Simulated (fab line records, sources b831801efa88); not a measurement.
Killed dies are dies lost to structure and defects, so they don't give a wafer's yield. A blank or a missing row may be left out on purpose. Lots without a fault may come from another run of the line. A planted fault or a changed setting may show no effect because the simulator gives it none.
Chamber matching | flow gf180mcu | GF_V3_ETCH_16 on rie_diel-02: 4 sister chambers
The step etches BARC in N2/H2. 4 wafers are shown with their chamber, then 7 later ones without.

WAFERS WITH THEIR CHAMBER
wafer  | chamber | drypump_motor_current_A (A)
L083.2 | 3       | 4.9
L089.3 | 1       | 5.7
L089.6 | 2       | 5.4
L091.5 | 0       | 5.4

WAFERS WITHOUT THEIR CHAMBER
wafer  | drypump_motor_current_A (A)
L091.6 | 5.6
L092.3 | 5.7
L092.4 | 5.7
L092.6 | 5.5
L094.1 | 5.5
L094.2 | 5.4
L094.4 | 4.9

WHICH CHAMBER EACH WENT THROUGH
wafer  | from the rows above          | in truth
L091.6 | can't be placed: 1 or 0 or 2 | 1
L092.3 | 1                            | 1
L092.4 | 1                            | 1
L092.6 | can't be placed: 0 or 2 or 1 | 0
L094.1 | can't be placed: 0 or 2 or 1 | 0
L094.2 | can't be placed: 0 or 2      | 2
L094.4 | 3                            | 3
Placed correctly: 3 of 7. Can't be placed from these rows: 4 (the true chamber is among the candidates in 4). Placed wrongly: 0.
How it was worked out, from the rows above alone: a wafer's distance from a chamber is the root of the sum, over the readings, of the square of ((its reading less the chamber's mean) divided by the reading's scatter). The wafer belongs to the nearest chamber; if the next one is less than 2 further off, it can't be placed. A chamber's mean is the mean of its shown wafers. The scatter: with one shown wafer a chamber, the root of the mean of the squares of how far each hidden wafer lies from its nearest shown one.
